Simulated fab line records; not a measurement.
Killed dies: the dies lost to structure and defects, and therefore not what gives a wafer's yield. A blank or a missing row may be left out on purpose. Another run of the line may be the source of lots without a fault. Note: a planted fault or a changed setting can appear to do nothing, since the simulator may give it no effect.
Code-filled problem report in 8D (eight disciplines) form :: flow gf180mcu :: the parts of the form that need people (team, actions taken, sign-off) are left out

1. THE PROBLEM
Wafers free of any fault read 568.1 (standard deviation 2.5) for HV_LDD_4_TW at GF_HV_LDD_TW_MEAS_50, against a mean of 488.4 on 6 wafers of 2 lots. Measured from the usual mean, that is -32 standard deviations.
The first sign was on wafer L804.2 at day 16 16:51, on film-metro-01. Wafers with a number at this step in the record: 36, from 12 lots. The rule behind "out" and "out of limits": a value lying over 4 standard deviations away from the usual mean. All remaining wafers that have a number are taken as sound.

2. WHAT IT IS AND WHAT IT IS NOT
question: which readings at this step
is: HV_LDD_4_TW
is not: -

question: which lots
is: L804, L805
is not: L792, L793, L799, L807, L808, L811, L812, L813, L814, L815

question: which wafers of those lots
is: all that have a number
is not: -

question: read on which gauges
is: film-metro-01, film-metro-04
is not: film-metro-02

question: when
is: from day 16 16:51
is not: up to then (9 sound wafers); but 21 sound wafers of L807, L808, L811, L812, L813, L814, L815 came after

3. SUSPECTS, AND WHAT RULES EACH OUT
Counting: a tool at a process step up to the reading stays a suspect if it ran every lot that is out and no sound lot after the first of them.
- ruled out: the gauge at GF_HV_LDD_TW_MEAS_50. The wafers that are out were read on 2 gauges (film-metro-01, film-metro-04).
- implanter-04 at GF_HV_LDD_IMPLANT_48: ruled out as a lasting fault. Sound lots L813 ran on it after its first lot that is out, L804 (day 16 16:37).
Left after counting: nothing in the record.

4. THE CAUSE (what the simulator had put in)
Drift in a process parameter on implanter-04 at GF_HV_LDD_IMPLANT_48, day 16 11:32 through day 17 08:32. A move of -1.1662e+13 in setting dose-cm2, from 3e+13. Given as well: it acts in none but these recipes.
The count ruled it out by mistake, since the rule takes a fault to strike every lot its tool runs from the start of the fault on, and this one did not do so.

5. SEQUENCE OF EFFECTS, ordered by route
Rows list readings where the struck wafers' mean (over those with a number) sits beyond 3 standard deviations from the usual. Scope: only readings with a usual standard deviation given in the record; hours: median across lots of the time from each lot's start at the first step in this table that gives one to its start at this step; sigmas: change in usual standard deviations.
hours: 0
step: GF_HV_LDD_IMPLANT_48
reading: dose-ions-cm2
usual: 3e+13
on struck wafers: 2e+13
change: -1e+13
sigmas: -99 or more

hours: 0
step: GF_HV_LDD_IMPLANT_48
reading: faraday-current-uA
usual: 169
on struck wafers: 105
change: -64
sigmas: -18

hours: 0
step: GF_HV_LDD_TW_MEAS_50
reading: HV_LDD_4_TW
usual: 568.1
on struck wafers: 488.4
change: -79.7
sigmas: -32
The process steps in it:
- GF_HV_LDD_IMPLANT_48
At these later measuring or inspecting steps, every struck wafer for which the step has a row has a number for every such reading, and none has moved that far: GF_NSD_OVL_MEAS_08.

6. HOW IT WOULD HAVE BEEN CAUGHT EARLIER
Counted from the fault's start at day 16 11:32, it took 5 hours until the first out-of-limits reading at a measuring or inspecting step in this record, taken at day 16 16:51.
The tool's own readings at GF_HV_LDD_IMPLANT_48 were out on every struck wafer that the step has a row for (dose-ions-cm2, faraday-current-uA): an alarm limit on them would have fired on the first of those.
